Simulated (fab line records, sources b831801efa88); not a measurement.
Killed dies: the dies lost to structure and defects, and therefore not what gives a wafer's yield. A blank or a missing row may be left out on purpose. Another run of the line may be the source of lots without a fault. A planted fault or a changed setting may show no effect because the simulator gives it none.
fab line records ; flow sky130
[record] lots = 11; wafers = 33; last_day = 50
route steps=708 shown DNWELL@43 PWDE@53 VT_ADJUST_NCORE@127 PAD_OPEN@708
lots that met no fault: from a run of the same line without faults
start_h: hours from the record's opening day to when the first of the lot's shown wafers began ; wait_h: hours since the lot's step before ; " same as the row above ; L1.1+2: several wafers, shown together as one row ; - either no value or no given start ; * or withheld: withheld ; < > ~ a bound
route shown NAME@n: names a module that has steps shown in the file, with the first one's number in the route ; usual: mean/standard deviation taken from wafers without a fault ; same: alike in all rows ; chamber/n: place in a boat ; sites: the reading at each site ; _std_site: how widely they spread, as a standard deviation ; _edge_site: outer sites' mean less inner sites' ; radius_mm: how far each site lies from the wafer's centre ; mask NAME#n: copy n ; behind: the last tool/chamber to shape the wafer ; hold: cause of the lot's hold/its duration in hours/its outcome ; device: whichever transistor did not switch (one of n, p or np) ; end of line: the route-end tests of the same wafers ; a step given without rows: its recipe and nothing more ; killed: at the first sort, the dies lost to defects and structure; wafer yield is something else ; map: dies across one wafer; x = killed, . = not, _ = none there
set.NAME: the setting the step ran with; set.NAME@STEP: the setting that earlier step ran with ; model.NAME: the simulator's own value behind a step, which no gauge read
a sample of lots followed through the steps of the route, with each step as a table and each wafer as a row
services: the hour from which a tool's chamber was out of use, counted from the record's first day as start_h (under 0 if before that day), plus the number of hours and why
[[steps]]
[step SKY_DNWELL_STRIP_08]
[recipe] chemistry = O2/N2; power_w = 1400; pressure_mtorr = 1500; platen_temp_c = withheld; o2_flow_sccm = 3000; n2_flow_sccm = 300; overash_fraction = 0.5
[usual] chamber_pressure_mTorr = 1499.8/1.5; drypump_motor_current_A = 5.62/0.29; oes_product_au = 0.722/0.0047; strip_time_to_endpoint_s = 36.88/0.12
lot.wafer;tool;chamber;start_h;wait_h;chamber_pressure_mTorr;drypump_motor_current_A;oes_product_au;rf_hours_counter_h;strip_time_to_endpoint_s
L689.1;plasma_asher-04;1;59.85;0.1;1501.2;5.96;0.731;36;36.89
L689.4;plasma_asher-04;1;59.85;0.1;1499.2;5.95;0.727;-;36.86
L689.6;plasma_asher-04;0;59.85;0.1;1501.6;5.64;0.724;-;37.00
L690.3;plasma_asher-02;1;64.10;0.1;1501.2;5.47;0.720;-;37.08
L690.4;plasma_asher-02;0;64.10;0.1;1499.6;5.53;0.723;-;36.88
L690.5;plasma_asher-02;0;64.10;0.1;1500.8;5.55;0.726;-;37.02
L692.4;plasma_asher-04;1;74.44;0.1;1497.6;5.87;0.730;-;36.96
L692.5;plasma_asher-04;0;74.44;0.1;1499.8;5.64;0.720;-;36.93
L692.6;plasma_asher-04;1;74.44;0.1;1499.2;5.90;0.718;-;36.88
L693.2;plasma_asher-02;0;84.50;0.1;1500.0;5.58;0.717;40;36.78
L693.4;plasma_asher-02;0;84.50;0.1;1500.0;5.53;0.724;-;36.81
L693.6;plasma_asher-02;0;84.50;0.1;1499.7;5.55;0.726;-;36.77
L696.1;plasma_asher-02;0;94.40;0.1;1500.2;5.56;0.727;41;37.13
L696.3;plasma_asher-02;1;94.40;0.1;1498.9;5.44;0.728;-;36.96
L696.5;plasma_asher-02;1;94.40;0.1;1500.1;5.44;0.727;-;37.06
L697.4;plasma_asher-02;1;101.29;0.1;1501.8;5.49;0.724;-;36.81
L697.5;plasma_asher-02;0;101.29;0.1;1500.4;5.54;0.720;-;36.83
L697.6;plasma_asher-02;1;101.29;0.1;1500.7;5.44;0.725;-;36.87
L701.1;plasma_asher-02;1;123.06;0.1;1501.3;5.44;0.717;0;36.85
L701.2;plasma_asher-02;0;123.06;0.1;1499.2;5.58;0.723;0;36.90
L701.4;plasma_asher-02;0;123.06;0.1;1498.7;5.57;0.725;-;36.79
L704.1;plasma_asher-03;0;137.80;0.1;1501.2;5.16;0.720;46;36.77
L704.4;plasma_asher-03;1;137.80;0.1;1500.0;6.00;0.723;-;36.71
L704.5;plasma_asher-03;0;137.80;0.1;1502.6;5.17;0.725;-;36.69
L706.1;plasma_asher-04;0;148.26;0.1;1500.0;5.60;0.728;45;36.92
L706.2;plasma_asher-04;1;148.26;0.1;1500.5;5.93;0.721;45;36.96
L706.3;plasma_asher-04;1;148.26;0.1;1499.7;5.95;0.717;-;37.07
L710.1;plasma_asher-02;1;170.51;0.1;1502.6;5.44;0.725;5;37.07
L710.2;plasma_asher-02;0;170.51;0.1;1500.2;5.57;0.716;5;36.95
L710.3;plasma_asher-02;1;170.51;0.1;1499.4;5.44;0.723;-;37.00
L711.4;plasma_asher-04;0;175.59;0.1;1497.7;5.69;0.723;-;37.14
L711.5;plasma_asher-04;0;175.59;0.1;1499.6;5.68;0.727;-;37.12
L711.6;plasma_asher-04;1;175.59;0.1;1500.4;5.90;0.730;-;37.10
[step SKY_PWDE_IMPLANT_08]
[recipe] species = B; energy_kev = 150; dose_cm2 = 3.6e+12; tilt_deg = withheld
[usual] beam_on_s = 10.00/0.22; dose_ions_cm2 = 3.601e+12/3.8e+09; faraday_current_uA = 20.3/0.44
lot.wafer;tool;chamber;start_h;wait_h;beam_on_s;dose_ions_cm2;faraday_current_uA
L689.1;implanter-02;0;75.87;0.0;9.57;3.604e+12;21.2
L689.4;implanter-02;0;75.87;0.0;10.08;3.608e+12;20.1
L689.6;implanter-02;0;75.87;0.0;10.17;3.606e+12;20.0
L690.3;implanter-04;0;80.72;0.1;10.06;3.601e+12;20.2
L690.4;implanter-04;0;80.72;0.1;10.03;3.599e+12;20.3
L690.5;implanter-04;0;80.72;0.1;10.00;3.606e+12;20.5
L692.4;implanter-04;0;90.89;0.1;9.71;3.6e+12;20.8
L692.5;implanter-04;0;90.89;0.1;10.02;3.602e+12;20.3
L692.6;implanter-04;0;90.89;0.1;10.02;3.607e+12;20.4
L693.2;implanter-03;0;102.17;0.0;9.71;3.6e+12;20.9
L693.4;implanter-03;0;102.17;0.0;10.18;3.598e+12;20.0
L693.6;implanter-03;0;102.17;0.0;10.27;3.6e+12;19.8
L696.1;implanter-03;0;112.74;0.0;10.22;4.779e+12;26.4
L696.3;implanter-03;0;112.74;0.0;9.88;4.788e+12;27.2
L696.5;implanter-03;0;112.74;0.0;10.17;4.784e+12;26.5
L697.4;implanter-02;0;119.92;0.1;9.93;3.595e+12;20.5
L697.5;implanter-02;0;119.92;0.1;9.98;3.597e+12;20.4
L697.6;implanter-02;0;119.92;0.1;10.57;3.601e+12;19.1
L701.1;implanter-03;0;142.75;0.0;9.93;4.78e+12;27.0
L701.2;implanter-03;0;142.75;0.0;10.23;4.771e+12;26.2
L701.4;implanter-03;0;142.75;0.0;9.70;4.775e+12;27.7
L704.1;implanter-02;0;157.35;0.0;10.37;3.606e+12;19.6
L704.4;implanter-02;0;157.35;0.0;9.80;3.606e+12;20.7
L704.5;implanter-02;0;157.35;0.0;10.01;3.599e+12;20.4
L706.1;implanter-04;0;168.49;0.0;9.91;3.602e+12;20.5
L706.2;implanter-04;0;168.49;0.0;10.15;3.606e+12;20.1
L706.3;implanter-04;0;168.49;0.0;10.07;3.609e+12;20.2
L710.1;implanter-02;0;191.09;0.0;9.87;3.594e+12;20.6
L710.2;implanter-02;0;191.09;0.0;9.59;3.593e+12;21.2
L710.3;implanter-02;0;191.09;0.0;9.90;3.596e+12;20.4
L711.4;implanter-03;0;196.99;0.1;10.25;3.595e+12;19.8
L711.5;implanter-03;0;196.99;0.1;9.93;3.598e+12;20.4
L711.6;implanter-03;0;196.99;0.1;10.10;3.594e+12;20.2
[step SKY_PWDE_TW_MEAS_10]
[usual] PWDE_TW = 375/3.1
lot.wafer;tool;chamber;start_h;wait_h;hold;PWDE_TW
L689.1;film_metro-03;-;76.12;0.1;-;380
L689.4;film_metro-03;-;76.12;0.1;-;382
L689.6;film_metro-03;-;76.12;0.1;-;381
L690.3;film_metro-02;-;80.94;0.1;-;371
L690.4;film_metro-02;-;80.94;0.1;-;371
L690.5;film_metro-02;-;80.94;0.1;-;373
L692.4;film_metro-02;-;91.10;0.1;-;373
L692.5;film_metro-02;-;91.10;0.1;-;370
L692.6;film_metro-02;-;91.10;0.1;-;369
L693.2;film_metro-03;-;102.40;0.1;-;376
L693.4;film_metro-03;-;102.40;0.1;-;375
L693.6;film_metro-03;-;102.40;0.1;-;374
L696.1;film_metro-01;-;112.99;0.1;await_dispo/0.2h/release;410
L696.3;film_metro-01;-;112.99;0.1;await_dispo/0.2h/release;411
L696.5;film_metro-01;-;112.99;0.1;await_dispo/0.2h/release;411
L696.1;film_metro-01;-;113.22;0.2;-;409
L696.3;film_metro-01;-;113.22;0.2;-;411
L696.5;film_metro-01;-;113.22;0.2;-;412
L697.4;film_metro-03;-;120.13;0.1;-;377
L697.5;film_metro-03;-;120.13;0.1;-;376
L697.6;film_metro-03;-;120.13;0.1;-;375
L701.1;film_metro-01;-;143.00;0.1;await_dispo/0.2h/release;407
L701.2;film_metro-01;-;143.00;0.1;await_dispo/0.2h/release;406
L701.4;film_metro-01;-;143.00;0.1;await_dispo/0.2h/release;407
L701.1;film_metro-01;-;143.22;0.2;-;406
L701.2;film_metro-01;-;143.22;0.2;-;409
L701.4;film_metro-01;-;143.22;0.2;-;409
L704.1;film_metro-03;-;157.60;0.1;-;381
L704.4;film_metro-03;-;157.60;0.1;-;377
L704.5;film_metro-03;-;157.60;0.1;-;381
L706.1;film_metro-03;-;168.74;0.1;-;377
L706.2;film_metro-03;-;168.74;0.1;-;378
L706.3;film_metro-03;-;168.74;0.1;-;377
L710.1;film_metro-03;-;191.34;0.1;-;376
L710.2;film_metro-03;-;191.34;0.1;-;378
L710.3;film_metro-03;-;191.34;0.1;-;376
L711.4;film_metro-03;-;197.24;0.1;-;375
L711.5;film_metro-03;-;197.24;0.1;-;376
L711.6;film_metro-03;-;197.24;0.1;-;376
[step SKY_NWELL_RS_MEAS_31]
[recipe] thk_meas_gauge = four-point-probe
[usual] PWDE_RS = 5278/14
lot.wafer;tool;chamber;start_h;wait_h;hold;PWDE_RS[ohm/sq]
L689.1;film_metro-01;-;111.59;0.1;-;5287
L689.4;film_metro-01;-;111.59;0.1;-;5258
L689.6;film_metro-01;-;111.59;0.1;-;5287
L690.3;film_metro-01;-;116.46;0.1;-;5243
L690.4;film_metro-01;-;116.46;0.1;-;5273
L690.5;film_metro-01;-;116.46;0.1;-;5270
L692.4;film_metro-02;-;129.73;0.1;-;5270
L692.5;film_metro-02;-;129.73;0.1;-;5253
L692.6;film_metro-02;-;129.73;0.1;-;5282
L693.2;film_metro-01;-;141.57;0.1;-;5313
L693.4;film_metro-01;-;141.57;0.1;-;5276
L693.6;film_metro-01;-;141.57;0.1;-;5277
L696.1;film_metro-01;-;152.44;0.1;await_dispo/0.2h/release;4226
L696.3;film_metro-01;-;152.44;0.1;await_dispo/0.2h/release;4227
L696.5;film_metro-01;-;152.44;0.1;await_dispo/0.2h/release;4223
L696.1;film_metro-01;-;152.72;0.3;-;4215
L696.3;film_metro-01;-;152.72;0.3;-;4232
L696.5;film_metro-01;-;152.72;0.3;-;4227
L697.4;film_metro-01;-;161.61;0.1;-;5293
L697.5;film_metro-01;-;161.61;0.1;-;5299
L697.6;film_metro-01;-;161.61;0.1;-;5279
L701.1;film_metro-03;-;184.57;0.1;await_dispo/0.2h/release;4237
L701.2;film_metro-03;-;184.57;0.1;await_dispo/0.2h/release;4233
L701.4;film_metro-03;-;184.57;0.1;await_dispo/0.2h/release;4228
L701.1;film_metro-03;-;184.86;0.3;-;4240
L701.2;film_metro-03;-;184.86;0.3;-;4233
L701.4;film_metro-03;-;184.86;0.3;-;4226
L704.1;film_metro-01;-;200.70;0.1;-;5256
L704.4;film_metro-01;-;200.70;0.1;-;5249
L704.5;film_metro-01;-;200.70;0.1;-;5264
L706.1;film_metro-02;-;212.07;0.1;-;5266
L706.2;film_metro-02;-;212.07;0.1;-;5264
L706.3;film_metro-02;-;212.07;0.1;-;5278
L710.1;film_metro-02;-;235.34;0.1;-;5273
L710.2;film_metro-02;-;235.34;0.1;-;5272
L710.3;film_metro-02;-;235.34;0.1;-;5287
L711.4;film_metro-02;-;241.75;0.1;-;5271
L711.5;film_metro-02;-;241.75;0.1;-;5288
L711.6;film_metro-02;-;241.75;0.1;-;5283
[step SKY_VT_ADJUST_NCORE_OVL_MEAS_08]
[usual] VT_ADJUST_NCORE_OVL = 0.3/1.2
lot.wafer;tool;chamber;start_h;wait_h;VT_ADJUST_NCORE_OVL[nm]
L689.1;overlay-02;-;192.63;0.1;3.5
L689.4;overlay-02;-;192.63;0.1;2.6
L689.6;overlay-02;-;192.63;0.1;2.9
L690.3;overlay-02;-;197.61;0.1;0.5
L690.4;overlay-02;-;197.61;0.1;0.9
L690.5;overlay-02;-;197.61;0.1;-0.2
L692.4;overlay-01;-;213.25;0.1;-0.8
L692.5;overlay-01;-;213.25;0.1;-1.2
L692.6;overlay-01;-;213.25;0.1;-0.6
L693.2;overlay-01;-;224.88;0.1;0.4
L693.4;overlay-01;-;224.88;0.1;0.3
L693.6;overlay-01;-;224.88;0.1;-0.5
L697.4;overlay-01;-;247.12;0.1;0.0
L697.5;overlay-01;-;247.12;0.1;2.0
L697.6;overlay-01;-;247.12;0.1;1.7
L704.1;overlay-01;-;292.20;0.1;-1.8
L704.4;overlay-01;-;292.20;0.1;-1.3
L704.5;overlay-01;-;292.20;0.1;0.2
L706.1;overlay-01;-;306.25;0.1;-1.6
L706.2;overlay-01;-;306.25;0.1;0.6
L706.3;overlay-01;-;306.25;0.1;0.8
L710.1;overlay-01;-;334.53;0.1;0.9
L710.2;overlay-01;-;334.53;0.1;0.4
L710.3;overlay-01;-;334.53;0.1;0.1
L711.4;overlay-01;-;343.60;0.1;0.4
L711.5;overlay-01;-;343.60;0.1;1.3
L711.6;overlay-01;-;343.60;0.1;-0.1
[step SKY_VT_ADJUST_NCORE_TW_MEAS_11]
[usual] VT_ADJUST_NCORE_TW = 217.3/1.2
lot.wafer;tool;chamber;start_h;wait_h;VT_ADJUST_NCORE_TW
L689.1;film_metro-04;-;192.92;0.1;216.2
L689.4;film_metro-04;-;192.92;0.1;215.8
L689.6;film_metro-04;-;192.92;0.1;217.1
L690.3;film_metro-02;-;197.91;0.1;218.5
L690.4;film_metro-02;-;197.91;0.1;216.5
L690.5;film_metro-02;-;197.91;0.1;217.8
L692.4;film_metro-02;-;213.54;0.1;217.9
L692.5;film_metro-02;-;213.54;0.1;216.4
L692.6;film_metro-02;-;213.54;0.1;217.3
L693.2;film_metro-01;-;225.17;0.1;217.4
L693.4;film_metro-01;-;225.17;0.1;217.5
L693.6;film_metro-01;-;225.17;0.1;218.7
L697.4;film_metro-01;-;247.42;0.1;218.4
L697.5;film_metro-01;-;247.42;0.1;218.0
L697.6;film_metro-01;-;247.42;0.1;217.8
L704.1;film_metro-02;-;292.49;0.1;217.2
L704.4;film_metro-02;-;292.49;0.1;217.8
L704.5;film_metro-02;-;292.49;0.1;217.3
L706.1;film_metro-04;-;306.54;0.1;217.2
L706.2;film_metro-04;-;306.54;0.1;216.6
L706.3;film_metro-04;-;306.54;0.1;217.4
L710.1;film_metro-04;-;334.81;0.1;216.6
L710.2;film_metro-04;-;334.81;0.1;217.6
L710.3;film_metro-04;-;334.81;0.1;217.2
L711.4;film_metro-04;-;343.90;0.1;216.9
L711.5;film_metro-04;-;343.90;0.1;217.1
L711.6;film_metro-04;-;343.90;0.1;217.0
[step SKY_PAD_OPEN_PROBE_99]
[usual] defect_limited_yield = 82.6/2.2; killed_at_M0_to_M3 = 43/7.9; killed_at_M4_up = 2.9/1.8; killed_at_contacts = 24/5.5; killed_at_front_end = 15/4.2; killed_at_other = 0.2/0.46; killed_dies = 86/11; killed_open = 47/8.1; killed_short = 39/6.4; sort_bin_3_pad_short = 0.9/0.44; sort_bin_5_function = 10.3/1.4; sort_bin_6_memory = 6.3/1.3; sort_n_pass = 406/11; sort_yield_pct = 82.6/2.2
[same] gross_dies = 492; killed_at_back_side = 0; sort_bin_4_leakage[%] = 0; sort_bin_8_speed[%] = 0
lot.wafer;tool;chamber;start_h;wait_h;defect_limited_yield[%];killed_at_M0_to_M3;killed_at_M4_up;killed_at_contacts;killed_at_front_end;killed_at_other;killed_dies;killed_open;killed_short;sort_bin_3_pad_short[%];sort_bin_5_function[%];sort_bin_6_memory[%];sort_n_pass;sort_yield_pct[%]
L689.1;prober-02;-;1089.00;0.1;80.9;35;6;39;14;0;94;42;52;1.0;11.0;7.1;398;80.9
L689.4;prober-02;-;1089.15;0.2;86.6;28;4;19;15;0;66;37;29;0.8;7.7;4.9;426;86.6
L689.6;prober-02;-;1089.25;0.2;77.2;66;0;22;23;1;112;78;34;0.6;13.0;9.1;380;77.2
L697.4;prober-02;-;1135.56;0.2;83.5;49;2;16;13;1;81;40;41;0.4;10.2;5.9;411;83.5
L697.5;prober-02;-;1135.61;0.2;86.2;33;3;23;9;0;68;39;29;1.0;8.3;4.5;424;86.2
L697.6;prober-02;-;1135.66;0.2;79.1;60;2;28;13;0;103;54;49;1.0;13.4;6.5;389;79.1
// killed by level:class
L689.1 CONTACT:geometric_particle:open=13 LI_CONTACT:geometric_particle:open=9 CONTACT:geometric_particle:short=8 METAL2:geometric_particle:short=7 VIA1:geometric_particle:open=7 LOCAL_INTERCONNECT:geometric_particle:short=6 VIA1:geometric_particle:short=6 METAL4:geometric_particle:short=5
L689.4 VIA1:geometric_particle:open=7 CONTACT:geometric_particle:open=6 FIELD_ISO:geometric_particle:short=5 POLY_GATE:geometric_particle:open=5 LI_CONTACT:geometric_particle:open=5 VIA2:geometric_particle:open=5 VIA2:geometric_particle:short=3 LOCAL_INTERCONNECT:geometric_particle:short=3
L689.6 VIA1:geometric_particle:open=21 VIA2:geometric_particle:open=15 LI_CONTACT:geometric_particle:open=9 CONTACT:geometric_particle:open=7 VIA1:geometric_particle:short=6 METAL2:geometric_particle:short=6 FIELD_ISO:geometric_particle:open=5 METAL1:geometric_particle:short=5
L697.4 METAL1:geometric_particle:short=10 VIA1:geometric_particle:open=7 VIA3:geometric_particle:open=7 LI_CONTACT:geometric_particle:open=6 FIELD_ISO:geometric_particle:short=5 VIA1:geometric_particle:short=5 VIA2:geometric_particle:open=5 CONTACT:geometric_particle:open=4
L697.5 METAL1:geometric_particle:short=8 CONTACT:geometric_particle:open=8 LI_CONTACT:geometric_particle:open=6 VIA1:geometric_particle:open=6 METAL2:geometric_particle:short=4 VIA1:geometric_particle:short=4 VIA2:geometric_particle:open=4 FIELD_ISO:geometric_particle:open=3
L697.6 METAL1:geometric_particle:short=13 CONTACT:geometric_particle:open=12 VIA1:geometric_particle:open=11 METAL2:geometric_particle:short=8 VIA2:geometric_particle:open=7 VIA3:geometric_particle:open=7 LI_CONTACT:geometric_particle:open=5 CONTACT:geometric_particle:short=5
[[services]]
tool;chamber;start_h;hours;kind
plasma_asher-02;-;70.22;2.8;pm
implanter-02;-;72.28;2.3;repair
implanter-03;-;79.38;14.1;pm
implanter-04;-;101.33;3.1;repair
plasma_asher-04;-;104.48;2.5;repair
implanter-03;-;108.62;3.4;pm
plasma_asher-02;-;108.75;9.0;pm
plasma_asher-02;0;108.75;9.0;vent_cycle
plasma_asher-02;1;108.75;9.0;vent_cycle
plasma_asher-02;0;117.75;-;clean
plasma_asher-02;1;117.75;-;clean
implanter-04;-;121.99;4.2;pm
plasma_asher-03;-;124.32;2.8;pm
implanter-03;-;159.20;4.5;repair
implanter-02;-;166.47;3.6;pm
implanter-02;-;187.44;1.8;repair
implanter-04;-;194.54;6.0;pm
[[key]]
[first_sign] step = SKY_PWDE_IMPLANT_08; reading = dose_ions_cm2; direction = up; sigmas = 99+; usual = *; struck = *
[effect] step = SKY_PWDE_IMPLANT_08; reading = faraday_current_uA; direction = up; sigmas = 15; usual = 20.3; struck = 26.8
[effect] step = SKY_PWDE_TW_MEAS_10; reading = visit; direction = added
[effect] step = SKY_PWDE_TW_MEAS_10; reading = PWDE_TW; direction = up; sigmas = 11; usual = 375; struck = 408
[effect] step = SKY_NWELL_RS_MEAS_31; reading = PWDE_RS; direction = down; sigmas = 75; usual = 5278; struck = 4229
met_at SKY_PWDE_IMPLANT_08
struck_lots L696,L701
scrapped_behind SKY_NWELL_RS_MEAS_31 L696.1,L696.3,L696.5,L701.1,L701.2,L701.4
not_acting_at SKY_DNWELL_STRIP_08,SKY_VT_ADJUST_NCORE_OVL_MEAS_08,SKY_VT_ADJUST_NCORE_TW_MEAS_11
onset_between 102.17 112.74
[fault] kind = process_parameter_drift; tool = implanter-03; chamber = -; onset_h = 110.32; steps = SKY_PWDE_IMPLANT_08; channel = dose_cm2; offset = *; shape = step; end_h = 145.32; acts_in = *; stated = *
